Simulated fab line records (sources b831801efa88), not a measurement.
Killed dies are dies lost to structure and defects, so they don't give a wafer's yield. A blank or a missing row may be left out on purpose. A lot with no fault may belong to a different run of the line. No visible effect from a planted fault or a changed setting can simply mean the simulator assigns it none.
A lot that was struck, set against a sound lot || flow sky130 || 18 steps out of a route of 708
Sound: the wafers L625.1, L625.3, L625.4. Struck: wafer L624.5. (L624.4 of the same lot was not struck and is left out.) The cause comes at the end.
For every step that has rows: the tool of each side, followed by ch and its chambers, followed by its first start. Under that, the readings that differ: sound wafers || struck wafers || difference of the means || sigmas: that difference in standard deviations of wafers without a fault.
alike: words and numbers the same on both sides, and readings whose means are apart by under 2 such deviations; not compared: readings that were withheld, readings missing a value for some wafer, numbers with overlapping values and no deviation given by the record, and bounds like >300 which may hide the same value.
A row with sigmas, a row that says differs or no value, or rows on one side alone: a step with any of these is where the two part. When numbers do not overlap yet have no deviation, they are printed without sigmas and do not part them. A reading missing from all wafers of one side parts the sides only when that side holds two or more wafers.

first, 3 steps without rows for these wafers: SKY_VIA1_EXPOSE_09 (exposes mask VIM, target cd 150 nm); SKY_VIA1_PEB_10; SKY_VIA1_DEVELOP_11 (develop time 60 s).
SKY_VIA1_CD_MEAS_12: target cd 150 nm.
  sound: cd sem-01 at day 39 03:36; struck: cd sem-01 at day 38 09:19
  alike: cd nm
SKY_VIA1_OVL_MEAS_13:
  sound: overlay-01 at day 39 03:43; struck: overlay-02 at day 38 09:23
  alike: VIA1_OVL
SKY_VIA1_ETCH_14: etches BARC in N2/H2, stops on SiO2, time 45.9 s, target depth 60 nm.
  sound on rie diel-02 ch 0,1,3, day 39 03:46; struck on rie diel-01 ch 3, day 38 09:25
  alike: drypump motor current A, oes product au, throttle valve pct
  not compared: rf hours counter h
SKY_VIA1_ETCH_15: etches SiO2 in C4F8/O2/Ar, stops on TiN, target depth 351 nm, time 54 s.
  sound on rie diel-02 ch 0,1,3, day 39 03:48; struck on rie diel-01 ch 3, day 38 09:27
  alike: oes product au
  not compared: rf hours counter h
SKY_VIA1_STRIP_16: strips in O2/N2.
  sound on plasma asher-03 ch 0,1, day 39 03:51; struck on plasma asher-03 ch 0, day 38 09:32
  alike: drypump motor current A, oes product au, strip time to endpoint s
  not compared: rf hours counter h
then, 3 steps without rows for these wafers: SKY_VIA1_STRIP_17 (strips in post etch residue remover, time 1200 s); SKY_VIA1_CLEAN_18 (cleans in IPA, time 180 s); SKY_VIA1_CLEAN_19 (cleans in O3/DIW).
SKY_VIA1_SPUTTER_20: material TiN, target thk 20 nm, time 80 s.
  sound: pvd sputter-01 at day 39 04:26; struck: pvd sputter-01 at day 38 10:08
  alike: throttle valve pct
SKY_VIA1_CVD_21: deposits W, target thk 270 nm, time 80.902 s.
  sound on cvd w-02 ch 0,1, day 39 04:37; struck on cvd w-01 ch 0, day 38 10:13
{"reading": "model.W_of_VIA1_CVD_21.thk nm (nm)", "sound": "271.8 275.3 262.9", "struck": 361.7, "difference": "+91.7", "sigmas": ""}
  alike: heater power w, susceptor temp C
SKY_VIA1_RS_MEAS_22: measures by four-point-probe.
  sound: film metro-01 at day 39 04:43; struck: film metro-04 at day 38 10:21
{"reading": "VIA1_W_RS (ohm/sq)", "sound": "0.424 0.418 0.438", "struck": 0.317, "difference": -0.110, "sigmas": -12}
SKY_VIA1_THK_MEAS_23: measures by xrf.
  sound: film metro-01 at day 39 04:50; struck: film metro-04 at day 38 10:26
{"reading": "VIA1_W_THK (nm)", "sound": "272 276 263", "struck": 355, "difference": "+85", "sigmas": "+14"}
SKY_VIA1_CMP_24: polishes, stops on SiO2, t overpolish 15 s, target thk 0 nm.
  sound on cmp-01 ch 0,1,3, day 39 04:53; struck on cmp-02 ch 2, day 38 10:31
{"reading": "head pressure psi (psi)", "sound": "3.496 3.492 3.496", "struck": 3.515, "difference": "+0.020", "sigmas": "+2"}
{"reading": "time to endpoint s (s)", "sound": "64 71 69", "struck": 91, "difference": "+23", "sigmas": "+5"}
  alike: motor current A
SKY_METAL2_SPUTTER_00: material Ti, target thk 15 nm, time 10 s.
  sound: pvd sputter-04 at day 39 05:11; struck: pvd sputter-02 at day 38 10:46
  alike: throttle valve pct
-- the record jumps here: 11 days lie between the struck wafers' starts before and after (it left off in module METAL2 and takes up again in module PAD_OPEN, whose first step shown is number 708 of the route) --
SKY_PAD_OPEN_PROBE_99:
  the record has rows for the struck wafers here (prober-02, day 49 03:53) and none for the sound ones

WHERE THEY PART
At SKY_VIA1_RS_MEAS_22 first; at SKY_PAD_OPEN_PROBE_99 last (within this record only).

WHY: what had been put in by the simulator
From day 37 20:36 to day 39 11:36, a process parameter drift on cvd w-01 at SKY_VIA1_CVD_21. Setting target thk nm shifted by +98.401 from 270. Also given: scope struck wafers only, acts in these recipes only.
